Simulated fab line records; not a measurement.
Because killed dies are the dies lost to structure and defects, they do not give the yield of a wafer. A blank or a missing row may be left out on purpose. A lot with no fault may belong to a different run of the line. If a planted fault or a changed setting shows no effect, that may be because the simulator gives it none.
fab line records -- flow sky130
[record] lots = 6, wafers = 18, last_day = 50
route steps=708 shown PWDE@52 NWELL@56 PAD_OPEN@708
lots that met no fault: taken from a fault-free run of the same line
start_h: hours from the record's opening day to when the first of the lot's shown wafers began -- wait_h: how many hours have passed since the lot's step before this one -- " identical to the entry in the row above -- L1.1+2: a single row standing in for several wafers -- - no value present, or no start provided -- * or withheld: withheld -- < > ~ a bound
route shown NAME@n: NAME is a module with steps in the file, n the number in the route of the first one -- usual: mean/standard deviation of fault-free wafers -- same: alike in all rows -- chamber/n: place in a boat -- sites: per-site readings -- _std_site: standard deviation across them -- _edge_site: mean of outer sites minus mean of inner sites -- radius_mm: how far each site lies from the wafer's centre -- mask NAME#n: copy n -- behind: tool/chamber where the wafer was last shaped -- hold: why the lot went on hold/how many hours it stayed there/how the hold came to an end -- device: which transistor (n, p or np) failed to switch -- end of line: at the end of the route, the tests of the same wafers -- step lacking rows: just its recipe -- killed: the dies lost at the first sort to structure and to defects; this is not the yield of the wafer -- map: dies across one wafer; x = killed, . = not, _ = none there
set.NAME: the run value of the setting; set.NAME@STEP: its run value at that earlier step -- model.NAME: the simulator's own value behind a step, which no gauge read
lots seen at some steps along the route; tables by step, rows by wafer
services: a tool's chamber out of use, with start hour (start_h, from the record's first day; less than 0 if before it), hours out, and reason
[[steps]]
[step SKY_PWDE_OVL_MEAS_07]
[usual] PWDE_OVL = 0.1/1.4
lot.wafer,tool,chamber,start_h,wait_h,PWDE_OVL[nm]
L461.1,overlay-02,-,69.49,-,-0.4
L461.3,overlay-02,-,69.49,-,-0.8
L461.6,overlay-02,-,69.49,-,-0.2
L464.2,overlay-01,-,84.15,-,-2.1
L464.3,overlay-01,-,84.15,-,-1.1
L464.4,overlay-01,-,84.15,-,-0.1
L476.2,overlay-01,-,159.93,-,-0.2
L476.4,overlay-01,-,159.93,-,0.1
L476.6,overlay-01,-,159.93,-,-0.4
L478.1,overlay-02,-,168.87,-,1.4
L478.2,overlay-02,-,168.87,-,1.6
L478.4,overlay-02,-,168.87,-,-0.1
L482.1,overlay-02,-,187.11,-,-0.2
L482.4,overlay-02,-,187.11,-,-1.6
L482.5,overlay-02,-,187.11,-,-1.0
L483.1,overlay-02,-,191.17,-,0.6
L483.4,overlay-02,-,191.17,-,1.1
L483.5,overlay-02,-,191.17,-,0.4
[step SKY_PWDE_IMPLANT_08]
[recipe] species = B, energy_kev = 150, dose_cm2 = 3.6e+12, tilt_deg = withheld
[step SKY_PWDE_STRIP_09]
[recipe] chemistry = O2/N2, power_w = 1400, pressure_mtorr = 1500, platen_temp_c = withheld, o2_flow_sccm = 3000, n2_flow_sccm = 300, overash_fraction = 0.5
[usual] drypump_motor_current_A = 5.5/0.48, oes_product_au = 0.722/0.0046, strip_time_to_endpoint_s = 36.94/0.12
lot.wafer,tool,chamber,start_h,wait_h,drypump_motor_current_A,oes_product_au,rf_hours_counter_h,strip_time_to_endpoint_s
L461.1,plasma_asher-03,0,69.68,0.1,5.5,0.722,26,36.86
L461.3,plasma_asher-03,1,69.68,0.1,6.4,0.722,-,36.96
L461.6,plasma_asher-03,1,69.68,0.1,6.3,0.726,-,36.98
L464.2,plasma_asher-01,0,84.33,0.1,5.9,0.724,38,36.77
L464.3,plasma_asher-01,0,84.33,0.1,5.9,0.713,-,36.93
L464.4,plasma_asher-01,1,84.33,0.1,5.3,0.719,-,36.85
L476.2,plasma_asher-02,1,160.11,0.1,5.0,0.717,49,37.04
L476.4,plasma_asher-02,0,160.11,0.1,5.1,0.730,-,36.89
L476.6,plasma_asher-02,0,160.11,0.1,5.1,0.728,-,36.88
L478.1,plasma_asher-01,1,169.06,0.1,5.3,0.725,46,36.98
L478.2,plasma_asher-01,0,169.06,0.1,5.9,0.727,46,36.82
L478.4,plasma_asher-01,0,169.06,0.1,5.9,0.728,-,36.84
L482.1,plasma_asher-03,0,187.30,0.1,5.5,0.726,36,36.89
L482.4,plasma_asher-03,1,187.30,0.1,6.4,0.717,-,36.84
L482.5,plasma_asher-03,0,187.30,0.1,5.5,0.720,-,36.81
L483.1,plasma_asher-03,0,191.36,0.1,5.6,0.724,37,36.63
L483.4,plasma_asher-03,0,191.36,0.1,5.5,0.721,-,36.76
L483.5,plasma_asher-03,1,191.36,0.1,6.4,0.728,-,36.73
[step SKY_PWDE_TW_MEAS_10]
[usual] PWDE_TW = 371.6/2
lot.wafer,tool,chamber,start_h,wait_h,PWDE_TW
L461.1,film_metro-03,-,69.78,0.1,375.1
L461.3,film_metro-03,-,69.78,0.1,374.3
L461.6,film_metro-03,-,69.78,0.1,374.5
L464.2,film_metro-03,-,84.44,0.1,370.9
L464.3,film_metro-03,-,84.44,0.1,371.7
L464.4,film_metro-03,-,84.44,0.1,370.2
L476.2,film_metro-02,-,160.22,0.1,372.5
L476.4,film_metro-02,-,160.22,0.1,373.1
L476.6,film_metro-02,-,160.22,0.1,373.2
L478.1,film_metro-03,-,169.16,0.1,371.1
L478.2,film_metro-03,-,169.16,0.1,372.5
L478.4,film_metro-03,-,169.16,0.1,373.3
L482.1,film_metro-03,-,187.40,0.1,373.5
L482.4,film_metro-03,-,187.40,0.1,371.2
L482.5,film_metro-03,-,187.40,0.1,370.1
L483.1,film_metro-02,-,191.46,0.1,370.3
L483.4,film_metro-02,-,191.46,0.1,371.9
L483.5,film_metro-02,-,191.46,0.1,373.3
[step SKY_NWELL_DEHYDRATE_03]
[recipe] temp_c = 200, time_s = 60
[step SKY_NWELL_HMDS_04]
[recipe] prime_time_s = 60, prime_temp_c = 120
[step SKY_NWELL_COAT_05]
[recipe] spin_rpm = 2000, resist_thk_nm = 3000
[step SKY_NWELL_SOFTBAKE_06]
[recipe] temp_c = 110, time_s = withheld
[step SKY_NWELL_EXPOSE_07]
[recipe] mask_id = NWM, na = 0.6, source_shape = conventional, sigma_outer = 0.6, polarization = unpolarized, target_cd_nm = 840, dose_mj = 255
[step SKY_NWELL_PEB_08]
[recipe] temp_c = 115, time_s = withheld
[step SKY_NWELL_DEVELOP_09]
[recipe] wall_angle_deg = 90, developer = TMAH, develop_time_s = 60, dev_temp_c = 23
[step SKY_NWELL_OVL_MEAS_10]
[usual] NWELL_00_OVL = 0.0/1.4
lot.wafer,tool,chamber,start_h,wait_h,NWELL_00_OVL[nm]
L461.1,overlay-01,-,87.14,-,1.8
L461.3,overlay-01,-,87.14,-,2.2
L461.6,overlay-01,-,87.14,-,-0.1
L464.2,overlay-02,-,101.45,-,-0.2
L464.3,overlay-02,-,101.45,-,-0.5
L464.4,overlay-02,-,101.45,-,1.6
L476.2,overlay-02,-,179.95,-,-0.4
L476.4,overlay-02,-,179.95,-,0.7
L476.6,overlay-02,-,179.95,-,1.3
L478.1,overlay-01,-,189.19,-,-1.0
L478.2,overlay-01,-,189.19,-,-2.1
L478.4,overlay-01,-,189.19,-,-2.7
L482.1,overlay-02,-,209.69,-,-3.1
L482.4,overlay-02,-,209.69,-,-1.2
L482.5,overlay-02,-,209.69,-,-2.1
L483.1,overlay-02,-,213.24,-,-2.3
L483.4,overlay-02,-,213.24,-,-1.0
L483.5,overlay-02,-,213.24,-,-1.4
[step SKY_NWELL_IMPLANT_11]
[recipe] species = P, energy_kev = 400, dose_cm2 = 1.9e+13, tilt_deg = withheld
[usual] beam_energy_keV = 400.02/0.12
lot.wafer,tool,chamber,start_h,wait_h,beam_energy_keV,model.implant.rp_nm,model.implant.drp_nm
L461.1,implanter-04,0,87.18,0.0,400.10,491.4,116.9
L461.3,implanter-04,0,87.18,0.0,399.89,491.4,116.9
L461.6,implanter-04,0,87.18,0.0,399.97,491.4,116.9
L464.2,implanter-02,0,101.50,0.0,399.96,488.1,116.9
L464.3,implanter-02,0,101.50,0.0,400.12,488.1,116.9
L464.4,implanter-02,0,101.50,0.0,400.02,488.1,116.9
L476.2,implanter-02,0,180.00,0.0,375.31,453.1,112.9
L476.4,implanter-02,0,180.00,0.0,375.38,453.1,112.9
L476.6,implanter-02,0,180.00,0.0,375.44,453.1,112.9
L478.1,implanter-02,0,189.23,0.0,375.55,471.9,112.9
L478.2,implanter-02,0,189.23,0.0,375.55,471.9,112.9
L478.4,implanter-02,0,189.23,0.0,375.61,471.9,112.9
L482.1,implanter-04,0,209.73,0.0,399.98,496.8,116.9
L482.4,implanter-04,0,209.73,0.0,400.02,496.8,116.9
L482.5,implanter-04,0,209.73,0.0,399.82,496.8,116.9
L483.1,implanter-01,0,213.28,0.0,400.12,501.8,116.9
L483.4,implanter-01,0,213.28,0.0,400.17,501.8,116.9
L483.5,implanter-01,0,213.28,0.0,399.84,501.8,116.9
[step SKY_NWELL_IMPLANT_12]
[recipe] species = P, energy_kev = 120, dose_cm2 = 1.3e+12, tilt_deg = withheld
[step SKY_NWELL_IMPLANT_13]
[recipe] species = P, energy_kev = 50, dose_cm2 = 7e+11, tilt_deg = withheld
[step SKY_NWELL_STRIP_14]
[recipe] chemistry = O2/N2, power_w = 1400, pressure_mtorr = 1500, platen_temp_c = withheld, o2_flow_sccm = 3000, n2_flow_sccm = 300, overash_fraction = 0.5
[usual] drypump_motor_current_A = 5.5/0.47, oes_product_au = 0.723/0.0047, strip_time_to_endpoint_s = 36.90/0.1
lot.wafer,tool,chamber,start_h,wait_h,drypump_motor_current_A,oes_product_au,rf_hours_counter_h,strip_time_to_endpoint_s
L461.1,plasma_asher-02,0,87.63,0.1,5.1,0.726,42,37.01
L461.3,plasma_asher-02,0,87.63,0.1,5.1,0.719,-,37.03
L461.6,plasma_asher-02,0,87.63,0.1,5.1,0.719,-,36.99
L464.2,plasma_asher-03,1,101.93,0.1,6.3,0.728,29,36.88
L464.3,plasma_asher-03,1,101.93,0.1,6.3,0.730,-,36.93
L464.4,plasma_asher-03,0,101.93,0.1,5.5,0.720,-,36.87
L476.2,plasma_asher-04,1,180.43,0.1,5.5,0.729,6,37.11
L476.4,plasma_asher-04,1,180.43,0.1,5.5,0.721,-,36.95
L476.6,plasma_asher-04,0,180.43,0.1,5.5,0.719,-,37.01
L478.1,plasma_asher-02,1,189.68,0.1,5.0,0.726,53,37.09
L478.2,plasma_asher-02,0,189.68,0.1,5.1,0.734,53,37.12
L478.4,plasma_asher-02,1,189.68,0.1,5.0,0.723,-,37.07
L482.1,plasma_asher-03,0,210.18,0.1,5.6,0.724,38,36.83
L482.4,plasma_asher-03,1,210.18,0.1,6.3,0.720,-,36.72
L482.5,plasma_asher-03,1,210.18,0.1,6.4,0.720,-,36.95
L483.1,plasma_asher-04,0,213.73,0.1,5.6,0.731,10,36.89
L483.4,plasma_asher-04,0,213.73,0.1,5.6,0.721,-,36.76
L483.5,plasma_asher-04,1,213.73,0.1,5.5,0.720,-,36.81
[step SKY_NWELL_TW_MEAS_15]
[usual] NWELL_TW = 1813/8.3
lot.wafer,tool,chamber,start_h,wait_h,NWELL_TW
L461.1,film_metro-02,-,87.73,0.1,1812
L461.3,film_metro-02,-,87.73,0.1,1802
L461.6,film_metro-02,-,87.73,0.1,1816
L464.2,film_metro-03,-,102.04,0.1,1819
L464.3,film_metro-03,-,102.04,0.1,1820
L464.4,film_metro-03,-,102.04,0.1,1815
L476.2,film_metro-03,-,180.54,0.1,1797
L476.4,film_metro-03,-,180.54,0.1,1803
L476.6,film_metro-03,-,180.54,0.1,1807
L478.1,film_metro-03,-,189.78,0.1,1816
L478.2,film_metro-03,-,189.78,0.1,1803
L478.4,film_metro-03,-,189.78,0.1,1794
L482.1,film_metro-03,-,210.28,0.1,1809
L482.4,film_metro-03,-,210.28,0.1,1815
L482.5,film_metro-03,-,210.28,0.1,1812
L483.1,film_metro-02,-,213.83,0.1,1804
L483.4,film_metro-02,-,213.83,0.1,1817
L483.5,film_metro-02,-,213.83,0.1,1820
[step SKY_NWELL_DEHYDRATE_16]
[recipe] temp_c = 200, time_s = 60
[step SKY_NWELL_HMDS_17]
[recipe] prime_time_s = 60, prime_temp_c = 120
[step SKY_NWELL_COAT_18]
[recipe] spin_rpm = 2000, resist_thk_nm = 3000
[step SKY_NWELL_SOFTBAKE_19]
[recipe] temp_c = 110, time_s = withheld
[step SKY_NWELL_EXPOSE_20]
[recipe] mask_id = NWM_COMPLEMENT, na = 0.6, source_shape = conventional, sigma_outer = 0.6, polarization = unpolarized, target_cd_nm = 840, dose_mj = 260
[step SKY_NWELL_PEB_21]
[recipe] temp_c = 115, time_s = withheld
[step SKY_NWELL_DEVELOP_22]
[recipe] wall_angle_deg = 90, developer = TMAH, develop_time_s = 60, dev_temp_c = 23
[step SKY_NWELL_OVL_MEAS_23]
[usual] NWELL_01_OVL = -0.3/1.4
lot.wafer,tool,chamber,start_h,wait_h,NWELL_01_OVL[nm]
L461.1,overlay-01,-,104.44,-,1.2
L461.3,overlay-01,-,104.44,-,1.0
L461.6,overlay-01,-,104.44,-,-2.8
L464.2,overlay-02,-,119.95,-,-0.4
L464.3,overlay-02,-,119.95,-,-0.3
L464.4,overlay-02,-,119.95,-,0.2
L476.2,overlay-02,-,201.74,-,0.4
L476.4,overlay-02,-,201.74,-,-1.3
L476.6,overlay-02,-,201.74,-,0.9
L478.1,overlay-01,-,210.79,-,0.1
L478.2,overlay-01,-,210.79,-,0.0
L478.4,overlay-01,-,210.79,-,-0.5
L482.1,overlay-01,-,232.09,-,0.4
L482.4,overlay-01,-,232.09,-,-0.2
L482.5,overlay-01,-,232.09,-,0.5
L483.1,overlay-02,-,235.89,-,0.4
L483.4,overlay-02,-,235.89,-,-0.3
L483.5,overlay-02,-,235.89,-,0.2
[step SKY_NWELL_IMPLANT_24]
[recipe] species = B, energy_kev = 140, dose_cm2 = 9.2e+12, tilt_deg = withheld
[step SKY_NWELL_STRIP_25]
[recipe] chemistry = O2/N2, power_w = 1400, pressure_mtorr = 1500, platen_temp_c = withheld, o2_flow_sccm = 3000, n2_flow_sccm = 300, overash_fraction = 0.5
[usual] drypump_motor_current_A = 5.4/0.45, oes_product_au = 0.722/0.0052, strip_time_to_endpoint_s = 36.84/0.11
lot.wafer,tool,chamber,start_h,wait_h,drypump_motor_current_A,oes_product_au,rf_hours_counter_h,strip_time_to_endpoint_s
L461.1,plasma_asher-04,1,104.63,0.1,5.5,0.723,42,36.94
L461.3,plasma_asher-04,1,104.63,0.1,5.5,0.722,-,36.96
L461.6,plasma_asher-04,0,104.63,0.1,5.6,0.725,-,36.91
L464.2,plasma_asher-03,1,120.13,0.1,6.4,0.715,31,36.84
L464.3,plasma_asher-03,1,120.13,0.1,6.3,0.727,-,36.80
L464.4,plasma_asher-03,0,120.13,0.1,5.5,0.726,-,36.89
L476.2,plasma_asher-04,1,201.92,0.1,5.5,0.717,8,36.85
L476.4,plasma_asher-04,0,201.92,0.1,5.5,0.726,-,36.92
L476.6,plasma_asher-04,1,201.92,0.1,5.5,0.716,-,36.89
L478.1,plasma_asher-03,0,210.98,0.1,5.5,0.715,39,36.91
L478.2,plasma_asher-03,1,210.98,0.1,6.4,0.725,39,36.86
L478.4,plasma_asher-03,1,210.98,0.1,6.4,0.723,-,36.99
L482.1,plasma_asher-02,1,232.28,0.1,5.0,0.721,57,36.81
L482.4,plasma_asher-02,0,232.28,0.1,5.1,0.719,-,36.80
L482.5,plasma_asher-02,1,232.28,0.1,5.0,0.726,-,36.81
L483.1,plasma_asher-02,1,236.08,0.1,5.0,0.729,57,36.84
L483.4,plasma_asher-02,0,236.08,0.1,5.1,0.728,-,36.71
L483.5,plasma_asher-02,0,236.08,0.1,5.1,0.717,-,36.66
[step SKY_NWELL_TW_MEAS_26]
[usual] NWELL_2_TW = 493.3/2.9
lot.wafer,tool,chamber,start_h,wait_h,NWELL_2_TW
L461.1,film_metro-01,-,104.73,0.1,492.9
L461.3,film_metro-01,-,104.73,0.1,492.4
L461.6,film_metro-01,-,104.73,0.1,491.4
L464.2,film_metro-01,-,120.24,0.1,489.9
L464.3,film_metro-01,-,120.24,0.1,491.2
L464.4,film_metro-01,-,120.24,0.1,489.5
L476.2,film_metro-03,-,202.03,0.1,498.7
L476.4,film_metro-03,-,202.03,0.1,496.7
L476.6,film_metro-03,-,202.03,0.1,497.3
L478.1,film_metro-03,-,211.08,0.1,498.1
L478.2,film_metro-03,-,211.08,0.1,497.7
L478.4,film_metro-03,-,211.08,0.1,495.5
L482.1,film_metro-01,-,232.38,0.1,495.6
L482.4,film_metro-01,-,232.38,0.1,493.5
L482.5,film_metro-01,-,232.38,0.1,492.6
L483.1,film_metro-02,-,236.18,0.1,489.6
L483.4,film_metro-02,-,236.18,0.1,494.3
L483.5,film_metro-02,-,236.18,0.1,491.6
[step SKY_NWELL_CLEAN_27]
[recipe] chemistry = SC1/SC2, mix = 1:4:20, temp_c = 70, time_s = 150, dry = n2_spin
[step SKY_NWELL_RTA_28]
[recipe] temp_c = 1050, time_s = 30, idle_temp_c = 650, ramp_up_c_per_s = 150, ramp_down_c_per_s = 90, ambient = N2
[usual] lamp_power_pct = 25.31/0.057, ramp_down_c_per_s = 89.999/0.015, wafer_temp_C_max = 1054.8/0.96
lot.wafer,tool,chamber,start_h,wait_h,lamp_power_pct,ramp_down_c_per_s,wafer_temp_C_max
L461.1,rtp_anneal-01,0,104.84,0.0,25.27,89.989,1056.3
L461.3,rtp_anneal-01,0,104.84,0.0,25.34,90.017,1054.5
L461.6,rtp_anneal-01,0,104.84,0.0,25.28,89.979,1054.8
L464.2,rtp_anneal-02,0,120.36,0.0,25.34,90.005,1055.2
L464.3,rtp_anneal-02,0,120.36,0.0,25.37,89.995,1053.4
L464.4,rtp_anneal-02,0,120.36,0.0,25.34,90.010,1056.2
L476.2,rtp_anneal-02,0,202.16,0.0,25.27,90.015,1054.7
L476.4,rtp_anneal-02,0,202.16,0.0,25.31,90.001,1055.8
L476.6,rtp_anneal-02,0,202.16,0.0,25.20,90.002,1055.8
L478.1,rtp_anneal-01,0,211.19,0.0,25.30,90.026,1054.2
L478.2,rtp_anneal-01,0,211.19,0.0,25.31,89.981,1053.4
L478.4,rtp_anneal-01,0,211.19,0.0,25.34,90.022,1054.7
L482.1,rtp_anneal-02,0,232.49,0.0,25.39,90.016,1054.4
L482.4,rtp_anneal-02,0,232.49,0.0,25.22,89.991,1054.2
L482.5,rtp_anneal-02,0,232.49,0.0,25.42,89.997,1054.1
L483.1,rtp_anneal-01,0,236.29,0.0,25.34,89.989,1054.6
L483.4,rtp_anneal-01,0,236.29,0.0,25.45,89.993,1054.3
L483.5,rtp_anneal-01,0,236.29,0.0,25.24,90.004,1055.6
[step SKY_NWELL_RS_MEAS_29]
[recipe] thk_meas_gauge = four-point-probe
[usual] NWELL_RS = 624.5/1.3
lot.wafer,tool,chamber,start_h,wait_h,NWELL_RS[ohm/sq]
L461.1,film_metro-03,-,104.94,0.1,624.8
L461.3,film_metro-03,-,104.94,0.1,626.7
L461.6,film_metro-03,-,104.94,0.1,624.8
L464.2,film_metro-02,-,120.46,0.1,624.9
L464.3,film_metro-02,-,120.46,0.1,625.4
L464.4,film_metro-02,-,120.46,0.1,625.3
L476.2,film_metro-02,-,202.26,0.1,634.6
L476.4,film_metro-02,-,202.26,0.1,634.7
L476.6,film_metro-02,-,202.26,0.1,633.3
L478.1,film_metro-02,-,211.29,0.1,633.4
L478.2,film_metro-02,-,211.29,0.1,634.0
L478.4,film_metro-02,-,211.29,0.1,633.3
L482.1,film_metro-03,-,232.59,0.1,626.4
L482.4,film_metro-03,-,232.59,0.1,627.8
L482.5,film_metro-03,-,232.59,0.1,627.5
L483.1,film_metro-01,-,236.39,0.1,624.6
L483.4,film_metro-01,-,236.39,0.1,623.5
L483.5,film_metro-01,-,236.39,0.1,623.8
[step SKY_PAD_OPEN_PROBE_99]
[usual] killed_at_M0_to_M3 = 44/7.8, killed_at_M4_up = 3.1/1.7, killed_at_contacts = 25/5.1, killed_at_front_end = 15/4.4, killed_at_other = 0.5/0.68, killed_dies = 88/9.9, killed_on_rim = 17/3.9, killed_open = 48/6.9, killed_short = 39/6.5
[same] gross_dies = 492, killed_at_back_side = 0
lot.wafer,tool,chamber,start_h,wait_h,killed_at_M0_to_M3,killed_at_M4_up,killed_at_contacts,killed_at_front_end,killed_at_other,killed_dies,killed_on_rim,killed_open,killed_short,model.etest.nfet_16v.r_on_ohm_um,model.etest.res_nwell.line_ohm_um,model.etest.res_nwell.rs_ohm_sq,model.etest.tip_p_5v.rs_ohm_sq,model.etest.pfet_16v.drive_ua_um,model.etest.pfet_01v8_lvt.drive_ua_um,model.etest.field_p.vt_v,model.etest.pfet_g5v0d10v5.off_log10_a_um
L461.1,prober-02,-,1067.95,0.1,41,1,19,10,0,71,15,39,32,1.395e+04,1124,952.7,2840,243.5,178.1,-41.72,-12.76
L461.3,prober-02,-,1068.05,0.2,27,1,25,22,0,75,13,46,29,1.397e+04,1129,945.9,2859,248.3,178.8,-41.28,-12.74
L461.6,prober-02,-,1068.20,0.2,42,3,22,15,0,82,13,43,38,1.379e+04,1087,924.4,2850,247.8,178.1,-39.61,-12.76
L464.2,prober-01,-,1090.13,0.1,55,1,28,8,0,92,23,57,35,1.375e+04,1174,973,2858,244.9,169.7,-42.59,-12.5
L464.3,prober-01,-,1090.18,0.2,51,5,25,9,0,90,19,47,43,1.377e+04,1179,986.2,2860,245.4,170.2,-43.05,-12.68
L464.4,prober-01,-,1090.23,0.2,37,0,35,11,0,83,16,50,33,1.368e+04,1148,970.2,2871,246.1,169.7,-42.14,-12.66
L476.2,prober-01,-,1163.86,0.1,54,0,27,17,1,99,24,69,30,1.411e+04,1400,1147,2962,226.1,165.8,-45.91,-13.52
L476.4,prober-01,-,1163.96,0.2,38,3,25,13,0,79,13,45,34,1.418e+04,1430,1184,2939,225.8,168.4,-46.53,-13.21
L476.6,prober-01,-,1164.06,0.2,40,3,20,14,0,77,10,37,40,1.398e+04,1424,1151,2930,227.8,167.6,-45.98,-13.34
L478.1,prober-01,-,1174.57,0.1,51,3,24,17,0,95,23,55,40,1.368e+04,1237,1038,2883,235.7,170.7,-44.01,-13.03
L478.2,prober-01,-,1174.62,0.1,38,5,27,16,0,86,16,53,33,1.367e+04,1271,1061,2895,233.2,171.2,-44.9,-12.83
L478.4,prober-01,-,1174.72,0.2,47,2,30,19,0,98,16,55,42,1.38e+04,1282,1068,2904,230.1,169.3,-45.13,-13.13
L482.1,prober-02,-,1189.31,0.1,52,1,19,17,0,89,21,49,40,1.399e+04,1161,974.7,2898,238.2,177.8,-42.76,-12.73
L482.4,prober-02,-,1189.46,0.2,46,2,28,17,0,93,14,46,47,1.411e+04,1133,955.8,2896,242.1,174.8,-41.76,-12.3
L482.5,prober-02,-,1189.51,0.2,44,3,32,12,0,91,19,56,35,1.416e+04,1169,996.4,2874,236.7,174.9,-43.75,-12.89
L483.1,prober-01,-,1191.70,0.1,45,4,16,12,1,78,18,43,35,1.39e+04,1107,933.6,2847,248.2,177.8,-40.63,-12.52
L483.4,prober-01,-,1191.85,0.2,48,7,19,25,1,100,21,52,48,1.395e+04,1094,926.2,2835,251.7,176,-40.73,-12.71
L483.5,prober-01,-,1191.90,0.2,35,2,23,13,0,73,15,43,28,1.418e+04,1087,922.9,2844,244,174.1,-40.75,-12.68
// killed by level:class
L461.1 VIA1:geometric_particle:open=9 VIA2:geometric_particle:open=7 CONTACT:geometric_particle:open=7 METAL1:geometric_particle:short=7 LI_CONTACT:geometric_particle:open=5 CONTACT:geometric_particle:short=4 METAL2:geometric_particle:short=4 FIELD_ISO:geometric_particle:short=3
L461.3 VIA1:geometric_particle:open=11 CONTACT:geometric_particle:short=9 LI_CONTACT:geometric_particle:open=8 VIA3:geometric_particle:open=6 FIELD_ISO:geometric_particle:short=5 FIELD_ISO:geometric_particle:open=5 POLY_GATE:geometric_particle:open=5 CONTACT:geometric_particle:open=5
L461.6 VIA3:geometric_particle:open=16 CONTACT:geometric_particle:open=7 VIA1:geometric_particle:open=6 POLY_GATE:geometric_particle:short=5 METAL2:geometric_particle:short=5 LI_CONTACT:geometric_particle:short=4 LI_CONTACT:geometric_particle:open=4 CONTACT:geometric_particle:short=4
L464.2 VIA3:geometric_particle:open=12 VIA1:geometric_particle:open=11 LI_CONTACT:geometric_particle:open=10 CONTACT:geometric_particle:open=9 VIA1:geometric_particle:short=7 METAL1:geometric_particle:short=5 VIA3:geometric_particle:short=5 LI_CONTACT:geometric_particle:short=4
L464.3 VIA1:geometric_particle:open=10 VIA2:geometric_particle:open=9 LI_CONTACT:geometric_particle:open=8 CONTACT:geometric_particle:open=8 VIA1:geometric_particle:short=6 METAL2:geometric_particle:short=6 VIA2:geometric_particle:short=6 CONTACT:geometric_particle:short=5
L464.4 CONTACT:geometric_particle:open=16 LI_CONTACT:geometric_particle:open=11 VIA1:geometric_particle:open=10 VIA2:geometric_particle:open=7 FIELD_ISO:geometric_particle:short=5 POLY_GATE:geometric_particle:short=4 VIA1:geometric_particle:short=4 LI_CONTACT:geometric_particle:short=3
L476.2 VIA1:geometric_particle:open=14 CONTACT:geometric_particle:open=11 VIA3:geometric_particle:open=10 VIA1:geometric_particle:short=8 VIA2:geometric_particle:open=8 POLY_GATE:geometric_particle:short=6 LI_CONTACT:geometric_particle:open=6 LOCAL_INTERCONNECT:geometric_particle:open=5
L476.4 VIA1:geometric_particle:open=10 LI_CONTACT:geometric_particle:open=8 VIA2:geometric_particle:open=7 VIA1:geometric_particle:short=6 CONTACT:geometric_particle:open=6 LI_CONTACT:geometric_particle:short=5 LOCAL_INTERCONNECT:geometric_particle:short=5 METAL2:geometric_particle:short=5
L476.6 VIA1:geometric_particle:open=10 METAL1:geometric_particle:short=7 CONTACT:geometric_particle:open=6 POLY_GATE:geometric_particle:open=5 VIA3:geometric_particle:open=5 LI_CONTACT:geometric_particle:open=5 LI_CONTACT:geometric_particle:short=5 VIA1:geometric_particle:short=5
L478.1 VIA1:geometric_particle:open=12 VIA3:geometric_particle:open=10 CONTACT:geometric_particle:open=8 LI_CONTACT:geometric_particle:open=7 VIA2:geometric_particle:open=7 POLY_GATE:geometric_particle:short=6 POLY_GATE:geometric_particle:open=5 VIA2:geometric_particle:short=5
L478.2 VIA1:geometric_particle:open=11 VIA3:geometric_particle:open=10 CONTACT:geometric_particle:open=9 LI_CONTACT:geometric_particle:open=7 POLY_GATE:geometric_particle:open=5 CONTACT:geometric_particle:short=5 METAL3:geometric_particle:short=4 METAL2:geometric_particle:short=4
L478.4 LI_CONTACT:geometric_particle:open=12 CONTACT:geometric_particle:open=9 VIA2:geometric_particle:open=8 VIA1:geometric_particle:open=7 VIA1:geometric_particle:short=6 VIA3:geometric_particle:open=6 METAL1:geometric_particle:short=5 FIELD_ISO:geometric_particle:short=4
L482.1 VIA1:geometric_particle:open=16 METAL1:geometric_particle:short=7 CONTACT:geometric_particle:open=7 VIA2:geometric_particle:open=7 FIELD_ISO:geometric_particle:open=5 POLY_GATE:geometric_particle:open=5 POLY_GATE:geometric_particle:short=5 METAL2:geometric_particle:short=5
L482.4 CONTACT:geometric_particle:open=9 VIA1:geometric_particle:open=8 VIA2:geometric_particle:open=7 METAL1:geometric_particle:short=6 LI_CONTACT:geometric_particle:open=5 LOCAL_INTERCONNECT:geometric_particle:short=5 CONTACT:geometric_particle:short=5 METAL2:geometric_particle:short=5
L482.5 VIA1:geometric_particle:open=16 LI_CONTACT:geometric_particle:open=14 METAL2:geometric_particle:short=8 CONTACT:geometric_particle:open=8 FIELD_ISO:geometric_particle:open=5 VIA1:geometric_particle:short=4 LI_CONTACT:geometric_particle:short=4 POLY_GATE:geometric_particle:short=3
L483.1 VIA1:geometric_particle:open=14 CONTACT:geometric_particle:open=10 VIA2:geometric_particle:open=6 METAL1:geometric_particle:short=6 METAL4:geometric_particle:short=4 LOCAL_INTERCONNECT:geometric_particle:short=4 VIA2:geometric_particle:short=4 FIELD_ISO:geometric_particle:open=3
L483.4 VIA1:geometric_particle:open=11 VIA2:geometric_particle:open=8 CONTACT:geometric_particle:open=7 METAL2:geometric_particle:short=7 FIELD_ISO:geometric_particle:short=6 LI_CONTACT:geometric_particle:open=6 POLY_GATE:geometric_particle:short=5 METAL4:geometric_particle:short=5
L483.5 LI_CONTACT:geometric_particle:open=12 VIA1:geometric_particle:open=9 CONTACT:geometric_particle:open=5 VIA3:geometric_particle:open=5 CONTACT:geometric_particle:short=4 METAL3:geometric_particle:open=4 POLY_GATE:geometric_particle:open=3 POLY_GATE:geometric_particle:short=3
[[services]]
tool,chamber,start_h,hours,kind
implanter-02,-,51.93,3.4,repair
implanter-02,-,61.09,1.1,repair
implanter-04,-,69.04,1.7,repair
plasma_asher-03,-,98.55,0.9,repair
plasma_asher-04,-,108.75,9.0,pm
plasma_asher-04,0,108.75,9.0,vent_cycle
plasma_asher-04,1,108.75,9.0,vent_cycle
implanter-02,-,111.10,0.9,repair
plasma_asher-04,0,117.75,-,clean
plasma_asher-04,1,117.75,-,clean
implanter-04,-,130.90,5.0,repair
implanter-01,-,137.83,1.7,repair
plasma_asher-01,-,139.17,2.2,repair
plasma_asher-04,-,166.90,2.8,pm
plasma_asher-03,-,176.04,9.6,pm
implanter-01,-,210.95,1.1,repair
implanter-02,-,235.77,2.1,pm
[[key]]
[first_sign] step = SKY_NWELL_IMPLANT_11, reading = beam_energy_keV, direction = down, sigmas = 99+, usual = *, struck = *
[effect] step = SKY_NWELL_RS_MEAS_29, reading = NWELL_RS, direction = up, sigmas = 7.4, usual = 624.5, struck = 633.9
[model_effect] step = SKY_NWELL_IMPLANT_11, value = implant.rp_nm, without = 489.5, struck = 462.5
[model_effect] step = SKY_PAD_OPEN_PROBE_99, value = etest.nfet_16v.r_on_ohm_um, without = 1.416e+04, struck = 1.39e+04
met_at SKY_NWELL_IMPLANT_11
struck_wafers L476.2,L476.4,L476.6,L478.1,L478.2,L478.4
tester_left_out L476,L478
onset_between 101.50 180.00
[fault] kind = process_parameter_drift, tool = implanter-02, chamber = -, onset_h = 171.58, steps = SKY_NWELL_IMPLANT_11, channel = energy_kev, offset = *, shape = step, end_h = 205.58, acts_in = *, stated = *
// tester_left_out: of these lots the tester's yield and bins aren't shown, on N5 and GAA mostly nor the transistor test; their killed dies are dies lost to structure and defects alone, not to doping, threshold or leakage, so they don't give the yield
